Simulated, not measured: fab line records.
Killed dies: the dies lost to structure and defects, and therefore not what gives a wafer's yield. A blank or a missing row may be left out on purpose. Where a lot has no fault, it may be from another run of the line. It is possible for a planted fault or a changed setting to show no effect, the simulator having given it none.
The same fault as seen by 2 desks + flow sfq line + numbers are kept per desk, each desk with only its own; the story behind them comes last

AT THE METROLOGY DESK
Lot by lot, what the gauges showed, no matter which tool ran the lot: averages of those sampled wafers that carry a number. A lot is out of limits, marked OUT, if its mean lies more than 4 standard deviations from the usual mean; the brackets give that distance.
Columns: A = L0V_OVL at SFQ_L0V_OVL_MEAS_903, usual -1 nm; B = M0_NB_RS at SFQ_M0_RS_MEAS_904, usual 0.911 ohm/sq; C = M0_OVL at SFQ_M0_OVL_MEAS_906, usual 2 nm; D = I0_BOW at SFQ_I0_BOW_MEAS_907, usual 1 um; E = I0_OVL at SFQ_I0_OVL_MEAS_908, usual 0 nm; F = M8_BOW at SFQ_M8_BOW_MEAS_951, usual 8 um
| lot  | first seen here | A  | B     | C  | D  | E  | F  |
|------|-----------------|----|-------|----|----|----|----|
| L866 | day 7 06:55     | -8 | 0.918 | 1  | -6 | 5  | 3  |
| L867 | day 7 11:43     | -5 | 0.896 | 1  | 0  | 6  | 3  |
| L868 | day 7 20:07     | -2 | 0.889 | 10 | 8  | -1 | 8  |
| L874 | day 9 04:31     | -7 | 0.922 | 5  | -1 | 3  | -6 |
| L875 | day 9 06:55     | -5 | 0.904 | -7 | 0  | 2  | 6  |
| L880 | day 10 15:07    | 0  | 0.925 | 2  | 5  | -4 | 7  |
This desk's finding: nothing out of limits on any of the 6 lots.

TOOL OWNER'S DESK, pvd sputter-05
The tool's own readings at SFQ_TRILAYER_M0_DEP_SPUTTER_019 (material Nb, target thk 200 nm, time 133.3 s): means of the sampled wafers that have a number, for each lot that ran on this tool. A lot is out of limits, marked OUT, if its mean lies more than 4 standard deviations from the usual mean; the brackets give that distance.
Columns: A = base pressure pa at SFQ_TRILAYER_M0_DEP_SPUTTER_019, usual 1.34e-06 Pa; B = resputter cathode voltage v at SFQ_TRILAYER_M0_DEP_SPUTTER_019, usual 399 V; C = throttle valve pct at SFQ_TRILAYER_M0_DEP_SPUTTER_019, usual 30.0 %
| lot  | first seen here | A        | B   | C    |
|------|-----------------|----------|-----|------|
| L866 | day 7 07:50     | 1.33e-06 | 401 | 29.5 |
| L867 | day 7 12:38     | 1.38e-06 | 398 | 29.3 |
| L868 | day 7 21:02     | 1.34e-06 | 396 | 30.1 |
This desk's finding: nothing out of limits on any of the 3 lots.

TAKEN TOGETHER
Metrology desk: nothing out of limits seen.
Nothing out of limits was seen by the tool owner's desk.

WHAT HAD BEEN PUT IN BY THE SIMULATOR
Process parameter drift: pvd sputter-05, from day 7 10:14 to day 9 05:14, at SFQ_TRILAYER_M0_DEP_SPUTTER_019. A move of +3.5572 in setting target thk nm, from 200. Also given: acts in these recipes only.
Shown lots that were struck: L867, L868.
